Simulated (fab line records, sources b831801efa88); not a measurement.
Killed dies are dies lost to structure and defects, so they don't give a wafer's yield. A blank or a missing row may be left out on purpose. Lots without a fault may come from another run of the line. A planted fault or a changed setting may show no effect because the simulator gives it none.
Chamber matching | flow sky130 | SKY_VIA1_CMP_02 on cmp-01: 4 sister chambers
The step polishes SiO2. 33 wafers are shown with their chamber, then 12 later ones without.

WAFERS WITH THEIR CHAMBER
wafer  | chamber | motor_current_A (A) | retaining_ring_pressure_frac
L076.1 | 1       | 11.4                | 1.003
L076.2 | 0       | 13.7                | 0.999
L076.3 | 2       | 14.8                | 1.000
L077.1 | 2       | 14.3                | 1.000
L077.3 | 1       | 11.9                | 0.999
L077.4 | 3       | 11.6                | 1.005
L078.2 | 0       | 14.0                | 0.994
L078.3 | 1       | 12.0                | 1.003
L078.5 | 0       | 14.0                | 0.998
L079.2 | 2       | 14.9                | 1.005
L079.3 | 1       | 11.9                | 0.999
L079.6 | 0       | 14.1                | 0.999
L081.3 | 2       | 14.9                | 1.003
L081.4 | 0       | 13.7                | 1.001
L081.6 | 0       | 13.9                | 1.006
L082.2 | 0       | 14.0                | 0.997
L082.4 | 1       | 12.1                | 1.001
L082.6 | 0       | 15.1                | 1.003
L083.1 | 1       | 12.1                | 0.999
L083.4 | 0       | 13.6                | 0.995
L083.6 | 0       | 13.7                | 1.005
L085.3 | 3       | 11.9                | 1.002
L085.5 | 3       | 12.2                | 1.004
L085.6 | 2       | 14.5                | 1.003
L086.1 | 3       | 11.6                | 1.009
L086.3 | 1       | 12.7                | 1.003
L086.5 | 3       | 11.7                | 0.999
L088.2 | 1       | 12.0                | 1.002
L088.5 | 2       | 14.5                | 0.999
L088.6 | 1       | 11.8                | 0.999
L090.1 | 0       | 14.0                | 0.994
L090.2 | 1       | 12.2                | 1.000
L090.6 | 3       | 11.5                | 0.996

SIGNATURES (means of the wafers above)
reading                      | chamber 0 | chamber 1 | chamber 2 | chamber 3 | scatter within a chamber
motor_current_A              | 13.982    | 12.010    | 14.650    | 11.750    | 0.336
retaining_ring_pressure_frac | 0.99918   | 1.00080   | 1.00167   | 1.00250   | 0.00341
Rule: a wafer's distance from a chamber is the root of the sum, over the readings, of the square of ((its reading less the chamber's mean) divided by the reading's scatter). The wafer belongs to the nearest chamber; if the next one is less than 2 further off, it can't be placed. The scatter: the root of (the sum of the squares of (reading less its chamber's mean) over the shown wafers, divided by (wafers less chambers)).

WAFERS WITHOUT THEIR CHAMBER
wafer  | motor_current_A (A) | retaining_ring_pressure_frac
L091.1 | 14.6                | 1.006
L091.3 | 14.7                | 1.001
L091.6 | 14.5                | 1.002
L092.1 | 12.0                | 0.997
L092.2 | 15.2                | 1.005
L092.6 | 14.6                | 0.996
L093.1 | 14.3                | 1.006
L093.3 | 14.6                | 0.998
L093.6 | 14.6                | 0.998
L095.1 | 11.8                | 1.002
L095.3 | 13.9                | 1.004
L095.4 | 14.6                | 0.996

WHICH CHAMBER EACH WENT THROUGH
wafer  | from the rows above     | in truth
L091.1 | can't be placed: 2 or 0 | 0
L091.3 | can't be placed: 2 or 0 | 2
L091.6 | can't be placed: 2 or 0 | 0
L092.1 | can't be placed: 1 or 3 | 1
L092.2 | 2                       | 2
L092.6 | can't be placed: 2 or 0 | 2
L093.1 | can't be placed: 2 or 0 | 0
L093.3 | can't be placed: 2 or 0 | 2
L093.6 | can't be placed: 2 or 0 | 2
L095.1 | can't be placed: 3 or 1 | 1
L095.3 | can't be placed: 0 or 2 | 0
L095.4 | can't be placed: 2 or 0 | 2
Placed correctly: 1 of 12. Can't be placed from these rows: 11 (the true chamber is among the candidates in 11). Placed wrongly: 0.
